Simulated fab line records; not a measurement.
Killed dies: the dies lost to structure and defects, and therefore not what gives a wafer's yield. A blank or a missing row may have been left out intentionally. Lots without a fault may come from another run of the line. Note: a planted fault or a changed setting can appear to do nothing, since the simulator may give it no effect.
Which of the tools did it? ; flow gf180mcu ; 36 wafers from 12 lots sampled at 5 of the route's 602 steps

## WHAT THE GAUGES SHOWED, per wafer
GF_V4_CD_MEAS_14 targets a cd of 260 nm. Usual: cd nm at 260.1 nm, with a standard deviation of 0.99.
lot;measured;on;cd nm (nm);flag
L171;day 24 15:30;cd sem-02;262.1 261.0 261.0;
L173;day 25 02:25;cd sem-01;258.2 260.6 259.9;
L174;day 25 19:31;cd sem-01;259.5 260.0 259.8;
L176;day 26 10:17;cd sem-02;260.6 261.6 260.6;
L178;day 26 18:05;cd sem-01;257.8 258.7 258.5;
L179;day 26 21:56;cd sem-01;260.3 259.2 259.4;
L181;day 27 21:59;cd sem-02;259.6 259.7 259.0;
L182;day 28 05:50;cd sem-01;260.3 258.4 259.1;
L184;day 28 16:34;cd sem-01;260.3 260.5 260.1;
L187;day 29 11:20;cd sem-02;261.4 259.9 261.3;
L189;day 30 03:44;cd sem-02;260.4 258.9 259.9;
L191;day 30 13:41;cd sem-01;261.0 261.3 260.9;

GF_V4_THK_MEAS_25: measures by xrf. Usual: V4_W_THK 355 nm, standard deviation 5.7.
lot;measured;on;V4_W_THK (nm);flag
L171;day 24 16:39;film metro-02;346 356 360;
L173;day 25 03:34;film metro-02;356 354 359;
L174;day 25 21:04;film metro-04;347 356 349;
L176;day 26 11:26;film metro-01;352 349 356;
L178;day 26 19:14;film metro-02;363 357 361;
L179;day 26 23:05;film metro-02;358 357 355;
L181;day 27 23:09;film metro-01;358 362 348;
L182;day 28 07:00;film metro-02;354 355 359;
L184;day 28 17:44;film metro-04;342 347 341;
L187;day 29 12:31;film metro-01;346 361 353;
L189;day 30 04:53;film metro-02;359 357 360;
L191;day 30 14:52;film metro-01;367 358 362;

GF_M5_CD_MEAS_07 targets a cd of 280 nm. Usual: cd nm at 280.4 nm, with a standard deviation of 1.4.
lot;measured;on;cd nm (nm);flag
L171;day 26 11:48;cd sem-02;279.9 280.7 279.8;
L173;day 26 21:50;cd sem-02;277.0 278.0 277.7;
L174;day 27 15:17;cd sem-02;278.5 278.8 278.1;
L176;day 28 04:35;cd sem-02;278.3 279.4 281.1;
L178;day 28 10:59;cd sem-01;280.5 280.7 281.4;
L179;day 28 16:13;cd sem-01;280.0 280.4 279.5;
L181;day 29 14:49;cd sem-02;280.9 280.9 280.3;
L182;day 29 23:27;cd sem-01;280.3 281.8 281.7;
L184;day 30 09:10;cd sem-01;279.1 278.6 279.5;
L187;day 31 02:15;cd sem-02;280.4 281.3 281.6;

## EACH LOT AND THE TOOL THAT RAN IT (in order: tool; ch and the chambers of the sampled wafers; start)
lot;GF_MIM_METAL_ETCH_19;GF_MIM_STRIP_20
L171;rie metal-04 ch 0,1, day 25 14:40;plasma asher-04 ch 0,1, day 25 14:44
L173;rie metal-03 ch 0,1, day 26 01:32;plasma asher-04 ch 0, day 26 01:37
L174;rie metal-03 ch 0,1, day 26 18:46;plasma asher-01 ch 0,1, day 26 18:50
L176;rie metal-04 ch 0,1, day 27 08:19;plasma asher-01 ch 1, day 27 08:23
L178;rie metal-04 ch 0,1, day 27 15:37;plasma asher-04 ch 0,1, day 27 15:41
L179;rie metal-04 ch 1, day 27 20:04;plasma asher-04 ch 0,1, day 27 20:08
L181;rie metal-03 ch 1, day 28 19:13;plasma asher-02 ch 0,1, day 28 19:17
L182;rie metal-03 ch 0,1, day 29 03:19;plasma asher-01 ch 0,1, day 29 03:23
L184;rie metal-02 ch 0, day 29 14:12;plasma asher-04 ch 0, day 29 14:19
L187;rie metal-04 ch 0,1, day 30 07:53;plasma asher-02 ch 0,1, day 30 07:58
L189;rie metal-03 ch 0,1, day 30 23:40;plasma asher-01 ch 0,1, day 30 23:44
L191;rie metal-03 ch 1, day 31 09:02;plasma asher-02 ch 0,1, day 31 09:11
- GF_MIM_METAL_ETCH_19: etches the open film in Cl2/BCl3, stops on Si3N4, target depth 324.5 nm, time 54.1 s.
- GF_MIM_STRIP_20: strips in O2/N2.

## WHAT THE TOOLS THEMSELVES READ (means of the sampled wafers that have a number; where no wafer has one, the mark that the record gives instead)
GF_MIM_METAL_ETCH_19. Usual: bcl3 flow sccm 40.00 sccm, standard deviation 0.1; drypump motor current A 6.0 A, standard deviation 0.54; oes product au 0.940 a.u., standard deviation 0.0076; rf fwd power W 792 W, standard deviation 3.7; throttle valve pct 28.287 %, standard deviation 0.012.
lot;tool;bcl3 flow sccm (sccm);drypump motor current A (A);oes product au (a.u.);rf fwd power W (W);throttle valve pct (%);flag
L171;rie metal-04;39.96;5.8;0.933;792;28.300;
L173;rie metal-03;40.03;6.7;0.928;793;28.298;
L174;rie metal-03;40.03;6.7;0.944;793;28.284;
L176;rie metal-04;39.96;5.8;0.937;792;28.291;
L178;rie metal-04;39.99;5.8;0.935;793;28.295;
L179;rie metal-04;39.99;5.8;0.949;795;28.263;
L181;rie metal-03;39.88;6.4;0.937;788;28.293;
L182;rie metal-03;40.09;6.5;0.935;790;28.301;
L184;rie metal-02;39.98;4.9;0.935;792;28.286;
L187;rie metal-04;39.96;5.8;0.951;792;28.286;
L189;rie metal-03;40.02;6.5;0.922;666;28.301;OFF
L191;rie metal-03;39.96;6.3;0.916;657;28.302;OFF

GF_MIM_STRIP_20. Usual: drypump motor current A 6.0 A, standard deviation 0.52; heater power w 357 W, standard deviation 41; oes product au 0.691 a.u., standard deviation 0.0047; strip time to endpoint s 11.21 s, standard deviation 0.041.
lot;tool;drypump motor current A (A);heater power w (W);oes product au (a.u.);strip time to endpoint s (s);flag
L171;plasma asher-04;5.4;379;0.690;11.22;
L173;plasma asher-04;5.9;404;0.691;11.19;
L174;plasma asher-01;6.4;324;0.688;11.16;
L176;plasma asher-01;6.6;319;0.693;11.25;
L178;plasma asher-04;5.6;388;0.689;11.22;
L179;plasma asher-04;5.6;393;0.691;11.20;
L181;plasma asher-02;6.2;373;0.694;11.14;
L182;plasma asher-01;6.4;325;0.694;11.28;
L184;plasma asher-04;5.9;395;0.694;11.22;
L187;plasma asher-02;6.4;343;0.687;11.22;
L189;plasma asher-01;6.1;315;0.696;11.38;OFF
L191;plasma asher-02;6.4;345;0.702;11.43;OFF

## THE ANSWER, worked out from the rows above alone
Rule: lot off if the mean of its wafers having a number is beyond 3 standard deviations from the usual mean. Also off: a lot with no number at a reading for which 4 or more lots have one. The other lots that the step has rows for count as sound. First the gauges in route order, then the tools' own readings, where a lot's mean is used as printed above. The first step at which some lot is off is used, and at that step the reading that is off furthest; a lot without a number counts as furthest.
Off at GF_MIM_METAL_ETCH_19 (rf fwd power W): L189, L191.
A tool fits if, at that step or a process step before it, it ran every lot that is off, and no sound lot after the first of them. One candidate fits, namely rie metal-03 at GF_MIM_METAL_ETCH_19. Its last sound lot is L182 (day 29 03:19), its first lot that is off L189 (day 30 23:40): a fault that began between those two fits.
On the lots that are off, the tool's own readings at GF_MIM_METAL_ETCH_19 differ by more than 5 times the standard deviation of the sound lots' means, which bears it out; rf fwd power W reads 662 W there versus 792 W on the sound lots.

## WHAT THE SIMULATOR HAD PUT IN
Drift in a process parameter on rie metal-03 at GF_MIM_METAL_ETCH_19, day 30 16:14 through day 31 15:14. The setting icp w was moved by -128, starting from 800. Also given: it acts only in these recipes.
Struck lots among those shown: L189, L191. The same result came from the rule above.
